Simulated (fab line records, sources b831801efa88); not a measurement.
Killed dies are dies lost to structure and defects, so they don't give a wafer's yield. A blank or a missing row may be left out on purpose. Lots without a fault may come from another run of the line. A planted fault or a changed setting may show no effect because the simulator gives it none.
Which tool did it? | flow gf180mcu | 6 lots, 18 wafers sampled, at 3 steps of a route of 602

WHAT THE GAUGES READ, wafer by wafer
GF_VT_IMPLANT_RS_MEAS_46: measures by four-point-probe.
lot  | measured     | on            | MVSD_RS (ohm/sq)
L447 | day 7 17:06  | film_metro-02 | 455.4 455.0 456.4
L450 | day 8 20:58  | film_metro-02 | 457.7 458.0 455.9
L452 | day 9 07:43  | film_metro-01 | 456.9 454.6 456.2
L456 | day 10 06:35 | film_metro-03 | 457.8 457.5 456.4
L464 | day 12 15:50 | film_metro-01 | 466.8 466.6 467.7
L468 | day 13 16:32 | film_metro-02 | 456.7 457.7 457.2

WHICH TOOL RAN EACH LOT (tool, then ch and the chambers of the sampled wafers, then the start)
lot  | GF_DNWELL_STRIP_08                  | GF_MVSD_IMPLANT_08
L447 | plasma_asher-04 ch 0,1, day 3 00:25 | implanter-03 ch 0, day 4 15:19
L450 | plasma_asher-03 ch 0,1, day 3 19:47 | implanter-03 ch 0, day 5 13:05
L452 | plasma_asher-03 ch 0, day 4 03:09   | implanter-03 ch 0, day 5 22:23
L456 | plasma_asher-01 ch 0,1, day 4 22:30 | implanter-04 ch 0, day 6 18:52
L464 | plasma_asher-01 ch 0,1, day 6 19:21 | implanter-01 ch 0, day 8 20:18
L468 | plasma_asher-03 ch 1, day 7 14:23   | implanter-04 ch 0, day 9 17:10
- GF_DNWELL_STRIP_08: strips in O2/N2.
- GF_MVSD_IMPLANT_08

THE ANSWER, worked out from the rows above alone
Rule: what is usual is taken from the lots themselves. Put in order of their means at a reading, lots are off if they are a third of the lots or fewer, leave a main group of 4 or more, and stand apart from it by a gap of 3 or more times the standard deviation of the main group's means; of several such gaps the widest counts. A main group whose means are all the same, to the digits that the tables above print for the reading, isn't used. A lot without any number at a reading at which 4 lots or more have one is off too. The other lots that the step has rows for count as sound.
Off: L464, at GF_VT_IMPLANT_RS_MEAS_46 (MVSD_RS). The main group: mean 456.6 ohm/sq, standard deviation 0.72.
A tool fits if, at a process step before that reading, it ran every lot that is off, and no sound lot after the first of them. The gauges at GF_VT_IMPLANT_RS_MEAS_46 are tried like those tools. Can't be told from this: 3 tools fit, plasma_asher-01 at GF_DNWELL_STRIP_08, implanter-01 at GF_MVSD_IMPLANT_08, film_metro-01 at GF_VT_IMPLANT_RS_MEAS_46.

WHAT THE SIMULATOR HAD PUT IN
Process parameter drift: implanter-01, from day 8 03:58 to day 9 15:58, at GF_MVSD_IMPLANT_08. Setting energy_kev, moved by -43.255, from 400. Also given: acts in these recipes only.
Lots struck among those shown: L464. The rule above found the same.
